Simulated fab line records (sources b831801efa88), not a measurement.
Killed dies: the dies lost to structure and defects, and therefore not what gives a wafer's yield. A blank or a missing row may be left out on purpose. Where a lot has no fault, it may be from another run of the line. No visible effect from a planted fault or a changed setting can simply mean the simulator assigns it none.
What tool caused it?	flow sky130	36 wafers from 12 lots sampled at 5 of the route's 708 steps

WHAT THE GAUGES SHOWED, per wafer
SKY_FIELD_ISO_CD_MEAS_13: target cd 150 nm. Usual: cdNm reads 150.1 nm (standard deviation 1.5).
lot	measured	on	cdNm (nm)	flag
L481	day 2 07:37	cdSem-02	149.9 149.1 150.6	
L482	day 2 08:42	cdSem-02	151.2 150.4 150.1	
L483	day 2 14:13	cdSem-02	150.7 150.3 150.1	
L485	day 3 02:28	cdSem-01	150.8 150.0 149.3	
L489	day 3 22:58	cdSem-02	149.4 148.5 148.0	
L490	day 4 04:50	cdSem-02	147.8 149.3 148.8	
L491	day 4 08:50	cdSem-02	150.2 151.0 149.1	
L499	day 6 02:44	cdSem-02	152.0 151.6 150.3	
L500	day 6 07:09	cdSem-02	151.4 151.0 150.9	
L501	day 6 12:28	cdSem-02	151.2 150.1 149.9	
L502	day 6 17:13	cdSem-02	148.2 149.1 148.8	
L504	day 7 05:34	cdSem-02	153.3 152.0 152.4	

SKY_VT_ADJUST_HVTP_TW_MEAS_11. Usual: VT_ADJUST_HVTP_TW gives 1356 (standard deviation 7).
lot	measured	on	VT_ADJUST_HVTP_TW	flag
L481	day 6 05:28	filmMetro-01	1357 1358 1364	
L482	day 6 06:47	filmMetro-01	1356 1355 1355	
L483	day 6 11:17	filmMetro-01	1354 1359 1355	
L485	day 7 06:04	filmMetro-03	1348 1357 1350	
L489	day 8 06:16	filmMetro-04	1359 1357 1357	
L490	day 8 10:43	filmMetro-03	1363 1359 1365	
L491	day 8 18:32	filmMetro-01	1354 1364 1358	
L499	day 10 21:17	filmMetro-04	1345 1351 1349	
L500	day 11 05:17	filmMetro-01	1354 1359 1355	
L501	day 11 09:26	filmMetro-04	1343 1344 1345	
L502	day 11 14:17	filmMetro-03	1350 1353 1349	
L504	day 12 04:23	filmMetro-01	1371 1364 1360	

SKY_VT_ADJUST_LVTN_OVL_MEAS_18. Usual: VT_ADJUST_LVTN_01_OVL gives 0.4 nm (standard deviation 1.2).
lot	measured	on	VT_ADJUST_LVTN_01_OVL (nm)	flag
L481	day 7 20:04	overlay-02	2.4 3.2 3.6	
L482	day 7 21:01	overlay-01	0.4 0.2 1.4	
L483	day 8 03:48	overlay-01	0.3 2.0 0.6	
L485	day 8 21:56	overlay-01	0.0 1.1 1.5	
L489	day 10 01:07	overlay-02	-0.5 -0.7 -0.5	
L490	day 10 06:08	overlay-02	0.0 1.1 0.8	
L491	day 10 14:59	overlay-01	0.6 -1.1 0.6	
L499	day 12 21:11	overlay-02	0.8 1.3 0.0	
L500	day 13 05:14	overlay-01	-0.5 -0.2 -0.5	
L501	day 13 11:10	overlay-01	3.8 4.1 1.1	
L502	day 13 14:11	overlay-02	-0.9 0.6 1.3	
L504	day 14 05:34	overlay-01	0.9 1.1 0.4	

SKY_SONOS_ONO_THK_MEAS_03. Usual: SONOS_ONO_CVD_02_THK gives 10.52 nm (standard deviation 0.12).
lot	measured	on	SONOS_ONO_CVD_02_THK (nm)	flag
L481	day 11 16:06	filmMetro-01	10.58 10.59 10.64	
L482	day 11 16:08	filmMetro-02	10.77 10.72 10.66	
L483	day 12 01:01	filmMetro-02	10.49 10.53 10.63	
L485	day 13 02:02	filmMetro-02	10.54 10.51 10.40	
L489	day 14 06:20	filmMetro-04	13.96 13.88 13.80	OFF
L490	day 14 11:05	filmMetro-04	14.11 14.15 14.28	OFF
L491	day 14 20:38	filmMetro-02	14.11 14.03 13.94	OFF
L499	day 17 11:16	filmMetro-02	10.58 10.52 10.57	
L500	day 17 22:54	filmMetro-04	10.63 10.84 10.77	
L501	day 18 06:43	filmMetro-04	10.48 10.48 10.49	
L502	day 18 07:47	filmMetro-04	10.43 10.32 10.42	
L504	day 19 03:43	filmMetro-02	10.47 10.48 10.47	

WHICH TOOL RAN EACH LOT (tool, then ch and the chambers of the sampled wafers, then the start)
lot	SKY_SONOS_ONO_CVD_02
L481	lpcvd-02 ch 0, day 11 15:03
L482	lpcvd-02 ch 1, day 11 15:03
L483	lpcvd-02 ch 1, day 11 23:56
L485	lpcvd-02 ch 1, day 13 00:28
L489	lpcvd-02 ch 1, day 14 05:17
L490	lpcvd-02 ch 1, day 14 09:29
L491	lpcvd-02 ch 1, day 14 19:35
L499	lpcvd-02 ch 1, day 17 10:13
L500	lpcvd-02 ch 0, day 17 21:50
L501	lpcvd-02 ch 0, day 18 05:40
L502	lpcvd-02 ch 0, day 18 06:43
L504	lpcvd-02 ch 1, day 19 02:40
- SKY_SONOS_ONO_CVD_02: deposits Si3N4 from DCS/NH3, target thk 10.5 nm, time 180 s.

WHAT THE TOOLS THEMSELVES READ (means of the sampled wafers that have a number; where no wafer has one, the mark that the record gives instead)
SKY_SONOS_ONO_CVD_02. Usual: spikeTcBottomC 786 C, standard deviation 4.1; spikeTcCentreC 770.2 C, standard deviation 1.2; spikeTcLowerC 769.9 C, standard deviation 1.4; spikeTcTopC 782.2 C, standard deviation 1.1; spikeTcUpperC 771.2 C, standard deviation 1.6; susceptorTempC 770.0 C, standard deviation 0.38; zonePowerLowerPct 14.13 %, standard deviation 0.19; zonePowerTopPct 25.9 %, standard deviation 0.89; zonePowerUpperPct 11.84 %, standard deviation 0.13.
lot	tool	spikeTcBottomC (C)	spikeTcCentreC (C)	spikeTcLowerC (C)	spikeTcTopC (C)	spikeTcUpperC (C)	susceptorTempC (C)	zonePowerLowerPct (%)	zonePowerTopPct (%)	zonePowerUpperPct (%)	flag
L481	lpcvd-02	782	772.1	768.3	781.4	769.4	769.6	14.04	24.8	11.81	
L482	lpcvd-02	790	769.6	770.1	782.3	772.6	769.5	14.24	26.9	11.80	
L483	lpcvd-02	790	769.8	769.8	782.7	771.8	769.9	14.27	26.6	11.94	
L485	lpcvd-02	789	769.4	769.9	783.2	771.8	770.3	14.30	26.8	11.93	
L489	lpcvd-02	804	784.7	787.2	797.6	787.9	784.8	14.73	27.3	12.30	OFF
L490	lpcvd-02	804	784.4	786.9	797.0	787.4	785.5	14.88	27.6	12.36	OFF
L491	lpcvd-02	805	786.5	786.2	797.3	787.7	785.3	14.67	27.8	12.42	OFF
L499	lpcvd-02	788	770.0	769.1	782.6	772.1	769.9	14.26	26.8	11.97	
L500	lpcvd-02	781	770.9	768.8	781.8	769.1	770.0	13.88	25.2	11.69	
L501	lpcvd-02	781	771.5	768.9	781.6	769.3	769.5	13.99	24.7	11.76	
L502	lpcvd-02	780	771.6	769.2	781.3	768.8	770.4	13.95	25.1	11.74	
L504	lpcvd-02	789	769.6	769.9	782.6	772.4	769.6	14.30	26.5	11.88	

THE ANSWER, worked out from the rows above alone
Rule: a lot is off if the mean of its wafers that have a number lies more than 3 standard deviations from the usual mean. A lot without any number at a reading at which 4 lots or more have one is off too. Any other lot the step has rows for is counted as sound. The gauges are gone through in route order, then the tools' own readings, and for those a lot's mean is taken as printed above. At the first step where some lot is off, the reading lying furthest off is the one used; lots without a number count as furthest.
Off: at SKY_SONOS_ONO_THK_MEAS_03 (SONOS_ONO_CVD_02_THK), L489, L490, L491.
A tool fits if, at a process step before that reading, it ran every lot that is off, and no sound lot after the first of them. The gauges at SKY_SONOS_ONO_THK_MEAS_03 aren't tried: what is off there is off at SKY_SONOS_ONO_CVD_02 too, on other tools, and a gauge's error can't cause that. Of those tried, none fits.

WHAT THE SIMULATOR PUT IN
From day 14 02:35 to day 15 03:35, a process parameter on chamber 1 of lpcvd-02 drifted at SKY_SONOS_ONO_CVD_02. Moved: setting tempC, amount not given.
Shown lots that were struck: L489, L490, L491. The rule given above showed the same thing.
